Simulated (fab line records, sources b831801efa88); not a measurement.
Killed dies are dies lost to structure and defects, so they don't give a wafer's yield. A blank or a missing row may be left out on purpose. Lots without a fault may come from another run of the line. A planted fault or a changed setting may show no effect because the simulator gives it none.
fab line records | flow sky130 | part 2 of 2: steps 37 to 50 of 50
record lots=5 wafers=15 last_day=49
route steps=708 shown SD_P@323 RES_XHIGH@332 SD_N@342 SALICIDE@361 LI_CONTACT@362
lots that met no fault: from a run of the same line without faults
start_h: hours from the record's first day to the start of the lot's first wafer shown | wait_h: hours since the lot's step before | " the same as in the row above | L1.1+2: a row that stands for several wafers | - no value, or no start given | * or withheld: withheld | < > ~ a bound
route shown NAME@n: a module of which the file shows steps, and the number in the route of the first | usual: mean/standard deviation of fault-free wafers | same: alike in all rows | chamber/n: place in a boat | sites: the reading at each site | _std_site: their standard deviation | _edge_site: outer sites' mean less inner sites' | radius_mm: how far each site lies from the wafer's centre | mask NAME#n: copy n | behind: the tool/chamber that last shaped the wafer | hold: why the lot was held/for how many hours/how that ended | device: the transistor (n, p or np) that didn't switch | end of line: the same wafers' tests at the end of the route | a step without rows: its recipe alone | killed: dies lost to structure and defects at the first sort, not the wafer's yield | map: a wafer's dies, x killed, . not, _ none there
set.NAME: the setting as run; set.NAME@STEP: as run at that earlier step | model.NAME: the simulator's own value behind a step, which no gauge read
lots at some steps of the route; a table a step, a row a wafer
services: from which hour (start_h, from the record's first day; less than 0 if before it) a tool's chamber was out of use, for how many hours, and why
## steps
# step SKY_SD_N_RS_MEAS_18
# recipe thk_meas_gauge=four-point-probe
# usual RES_XHIGH_RS=333.5/0.95
# columns lot.wafer tool chamber start_h wait_h RES_XHIGH_RS[ohm/sq]
L083.3 film_metro-03 - 727.09 0.1 333.0
L083.4 " - " " 332.3
L083.5 " - " " 331.8
L088.1 film_metro-01 - 767.40 0.1 332.9
L088.3 " - " " 334.7
L088.4 " - " " 333.9
L090.1 film_metro-01 - 795.74 0.1 333.6
L090.2 " - " " 333.6
L090.5 " - " " 334.5
L091.3 film_metro-01 - 797.48 0.1 332.5
L091.4 " - " " 332.7
L091.6 " - " " 331.4
L093.2 film_metro-04 - 801.26 0.1 333.0
L093.5 " - " " 333.5
L093.6 " - " " 333.9
# step SKY_SALICIDE_CLEAN_00
# recipe chemistry=HF-last time_s=30 dilution=100:1 dry=ipa_marangoni
# columns lot.wafer tool chamber start_h wait_h
L083.3+4+5 wet_bench-04 0 727.17 0.1
L088.1+3+4 wet_bench-03 1 767.52 0.1
L090.1+2+5 wet_bench-03 2 795.86 0.1
L091.3+4+6 wet_bench-03 2 797.56 0.1
L093.2+5+6 wet_bench-03 3 801.36 0.1
# step SKY_LI_CONTACT_HDPCVD_00
# recipe material=PSG target_thk_nm=930 sigma_open_frac=0.3 time_s=155 temp_c=600 sih4_flow_sccm=60 pressure_mtorr=6
# columns lot.wafer tool chamber start_h wait_h
L083.3+4+5 hdpcvd-02 1,0,1 727.19 0.0
L088.1+3+4 hdpcvd-01 0,1,2 767.54 0.0
L090.1+2+5 hdpcvd-02 1,0,0 795.88 0.0
L091.3+4+6 hdpcvd-02 1,2,0 797.58 0.0
L093.2+5+6 hdpcvd-01 0,1,0 801.38 0.0
# step SKY_LI_CONTACT_THK_MEAS_01
# recipe reads=PSG_of_LI_CONTACT_HDPCVD_00
# usual LI_CONTACT_HDPCVD_THK=926/8.9
# columns lot.wafer tool chamber start_h wait_h LI_CONTACT_HDPCVD_THK[nm]
L083.3 film_metro-04 - 727.31 0.1 926
L083.4 " - " " 939
L083.5 " - " " 925
L088.1 film_metro-04 - 767.64 0.1 925
L088.3 " - " " 931
L088.4 " - " " 913
L090.1 film_metro-03 - 796.03 0.1 934
L090.2 " - " " 945
L090.5 " - " " 939
L091.3 film_metro-03 - 797.70 0.1 929
L091.4 " - " " 933
L091.6 " - " " 931
L093.2 film_metro-01 - 801.49 0.1 934
L093.5 " - " " 923
L093.6 " - " " 929
# step SKY_LI_CONTACT_CMP_02
# recipe material=PSG down_force_psi=4 platen_rpm=60 pad_velocity_m_s=0.94248
# usual motor_current_A=11.7/0.81 time_to_endpoint_s=32.0/2.4
# columns lot.wafer tool chamber start_h wait_h motor_current_A time_to_endpoint_s
L083.3 cmp-02 3 727.45 0.1 9.9 32.1
L083.4 " 0 " " 11.4 33.1
L083.5 " 2 " " 11.9 35.3
L088.4 cmp-02 2 767.70 0.0 11.9 31.0
L088.3 " 3 " " 10.5 35.0
L088.1 " 1 " " 12.4 34.7
L090.2 cmp-02 0 796.59 0.5 11.4 34.7
L090.1 " 2 " " 11.8 34.5
L090.5 " 0 " " 11.8 33.9
L091.4 cmp-02 2 797.79 0.1 12.6 34.7
L091.3 " 3 " " 10.3 32.8
L091.6 " 1 " " 12.0 33.2
L093.2 cmp-02 2 801.64 0.1 11.9 32.4
L093.5 " 0 " " 11.7 28.9
L093.6 " 1 " " 12.3 29.2
# step SKY_LI_CONTACT_BOW_MEAS_03
# recipe mode=bow
# usual LI_CONTACT_BOW=56/7.3
# columns lot.wafer tool chamber start_h wait_h LI_CONTACT_BOW[um]
L083.3 film_metro-01 - 727.69 0.2 52
L083.4 " - " " 51
L083.5 " - " " 61
L088.1 film_metro-03 - 768.00 0.1 45
L088.3 " - " " 51
L088.4 " - " " 51
L090.1 film_metro-01 - 796.84 0.1 53
L090.2 " - " " 51
L090.5 " - " " 53
L091.3 film_metro-03 - 798.08 0.2 67
L091.4 " - " " 56
L091.6 " - " " 61
L093.2 film_metro-04 - 801.86 0.2 45
L093.5 " - " " 55
L093.6 " - " " 58
# step SKY_LI_CONTACT_DEHYDRATE_04
# recipe temp_c=200 time_s=60
# columns lot.wafer tool chamber start_h wait_h
L083.3+4+5 litho_track-01 0 740.21 12.5
L088.1+3+4 litho_track-01 0 781.11 13.1
L090.1+2+5 litho_track-03 0 809.43 12.6
L091.3+4+6 litho_track-03 0 810.88 12.8
L093.2+5+6 litho_track-02 0 814.38 12.5
# step SKY_LI_CONTACT_HMDS_05
# recipe prime_time_s=60 prime_temp_c=120
# columns lot.wafer tool chamber start_h wait_h
L083.3+4+5 litho_track-01 0 740.36 0.1
L088.1+3+4 litho_track-01 0 781.26 0.1
L090.1+2+5 litho_track-03 0 809.58 0.1
L091.3+4+6 litho_track-03 0 811.03 0.1
L093.2+5+6 litho_track-02 0 814.53 0.1
# step SKY_LI_CONTACT_COAT_06
# recipe resist=BARC temp_c=withheld time_s=withheld spin_rpm=3000 resist_thk_nm=60
# columns lot.wafer tool chamber start_h wait_h
L083.3+4+5 litho_track-01 0 740.51 0.1
L088.1+3+4 litho_track-01 0 781.41 0.1
L090.1+2+5 litho_track-03 0 809.73 0.1
L091.3+4+6 litho_track-03 0 811.18 0.1
L093.2+5+6 litho_track-02 0 814.68 0.1
# step SKY_LI_CONTACT_COAT_07
# recipe resist=KrF-thick spin_rpm=3000 resist_thk_nm=450
# columns lot.wafer tool chamber start_h wait_h
L083.3+4+5 litho_track-01 0 - -
L088.1+3+4 litho_track-01 0 - -
L090.1+2+5 litho_track-03 0 - -
L091.3+4+6 litho_track-03 0 - -
L093.2+5+6 litho_track-02 0 - -
# step SKY_LI_CONTACT_SOFTBAKE_08
# recipe temp_c=100 time_s=90 resist=KrF-thick
# columns lot.wafer tool chamber start_h wait_h
L083.3+4+5 litho_track-01 0 - -
L088.1+3+4 litho_track-01 0 - -
L090.1+2+5 litho_track-03 0 - -
L091.3+4+6 litho_track-03 0 - -
L093.2+5+6 litho_track-02 0 - -
# step SKY_LI_CONTACT_EXPOSE_09
# recipe mask_id=LICM1 na=0.8 source_shape=annular sigma_inner=0.55 sigma_outer=0.85 target_cd_nm=170 dose_mj=38
# columns lot.wafer tool chamber start_h wait_h mask
L083.3+4+5 krf_scanner-02 0 - - LICM1#0
L088.1+3+4 krf_scanner-01 0 - - LICM1#0
L090.1+2+5 krf_scanner-01 0 - - LICM1#0
L091.3+4+6 krf_scanner-01 0 - - LICM1#0
L093.2+5+6 krf_scanner-01 0 - - LICM1#0
# step SKY_LI_CONTACT_PEB_10
# recipe peb_temp_c=withheld peb_time_s=withheld resist=KrF-thick
# columns lot.wafer tool chamber start_h wait_h
L083.3+4+5 litho_track-02 0 - -
L088.1+3+4 litho_track-02 0 - -
L090.1+2+5 litho_track-02 0 - -
L091.3+4+6 litho_track-03 0 - -
L093.2+5+6 litho_track-03 0 - -
# step SKY_LI_CONTACT_DEVELOP_11
# recipe develop_time_s=60 resist=KrF-thick dev_temp_c=21
# columns lot.wafer tool chamber start_h wait_h
L083.3+4+5 litho_track-02 0 - -
L088.1+3+4 litho_track-02 0 - -
L090.1+2+5 litho_track-02 0 - -
L091.3+4+6 litho_track-03 0 - -
L093.2+5+6 litho_track-03 0 - -
## services
# columns tool chamber start_h hours kind
krf_scanner-01 - 632.45 0.8 pm
iline_stepper-01 - 660.38 8.9 pm
implanter-04 - 663.78 19.3 pm
iline_stepper-01 - 673.61 8.3 repair
implanter-01 - 679.62 31.2 repair
krf_scanner-01 - 693.75 0.3 repair
krf_scanner-01 - 702.32 4.0 pm
iline_stepper-01 - 704.44 11.3 repair
cmp-02 - 710.01 5.9 pm
krf_scanner-01 - 715.54 1.3 pm
implanter-04 - 724.25 4.6 repair
implanter-02 - 724.85 4.9 repair
plasma_asher-02 - 733.75 9.0 pm
cmp-02 - 751.14 3.4 repair
implanter-01 - 751.44 3.8 pm
iline_stepper-02 - 758.59 1.7 pm
wet_bench-04 - 765.36 2.6 repair
krf_scanner-01 - 776.23 1.0 pm
cmp-02 - 784.33 0.5 repair
hdpcvd-02 2 787.28 9.7 repair
iline_stepper-01 - 800.28 1.7 pm
krf_scanner-01 - 801.25 0.8 pm
wet_bench-04 - 812.69 2.5 repair
implanter-01 - 821.50 10.0 pm
